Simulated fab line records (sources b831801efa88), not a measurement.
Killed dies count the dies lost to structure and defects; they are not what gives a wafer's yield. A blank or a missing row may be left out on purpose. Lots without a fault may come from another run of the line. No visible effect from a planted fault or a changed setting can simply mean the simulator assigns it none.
Chamber matching	flow sky130	cmp-02 running SKY_VIA1_CMP_02: 4 sister chambers
The step polishes SiO2. 16 wafers are shown with their chamber, then 8 later ones without.

== WAFERS, EACH WITH ITS CHAMBER ==
wafer	chamber	motor_current_A (A)	slurry_filter_dp_kPa (kPa)
L074.1	1	13.4	13.57
L074.3	2	10.7	13.39
L074.4	0	12.4	13.30
L079.2	2	11.0	13.42
L079.4	0	12.5	13.41
L079.6	1	13.2	13.59
L081.2	0	12.1	13.55
L081.5	3	12.3	13.34
L081.6	2	11.2	13.75
L084.4	2	11.6	13.53
L084.5	1	14.2	13.55
L084.6	0	12.1	13.36
L089.2	0	12.0	13.35
L089.3	1	12.7	13.66
L089.6	0	11.9	13.52
L088.1	2	10.6	13.45

SIGNATURES (means of the wafers above)
reading	chamber 0	chamber 1	chamber 2	chamber 3	scatter within a chamber
motor_current_A	12.167	13.375	11.020	12.300	0.417
slurry_filter_dp_kPa	13.4150	13.5925	13.5080	13.3400	0.108
Rule: for each reading, subtract the chamber's mean from the wafer's reading, divide by that reading's scatter and square the result; add these up over the readings and take the root, which gives the wafer's distance from the chamber. The wafer belongs to the nearest chamber; if the next one is less than 2 further off, it can't be placed. The scatter: the root of (the sum of the squares of (reading less its chamber's mean) over the shown wafers, divided by (wafers less chambers)).

== WAFERS WITH NO CHAMBER GIVEN ==
wafer	motor_current_A (A)	slurry_filter_dp_kPa (kPa)
L088.2	13.1	13.36
L088.4	12.4	13.51
L091.1	13.2	13.47
L091.2	11.7	13.41
L091.4	12.0	13.44
L097.1	12.4	13.55
L097.5	11.2	13.52
L097.6	11.2	13.29

== EACH ONE'S CHAMBER ==
wafer	from the rows above	in truth
L088.2	can't be placed: 3 or 1 or 0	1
L088.4	can't be placed: 0 or 3 or 1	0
L091.1	can't be placed: 1 or 3 or 0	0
L091.2	can't be placed: 0 or 3 or 2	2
L091.4	can't be placed: 0 or 3 or 2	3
L097.1	can't be placed: 0 or 3 or 1 or 2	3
L097.5	2	2
L097.6	can't be placed: 2 or 0 or 3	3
1 of 8 placed correctly. Can't be placed from these rows: 7 (the true chamber is among the candidates in 7). Number placed wrongly: 0.
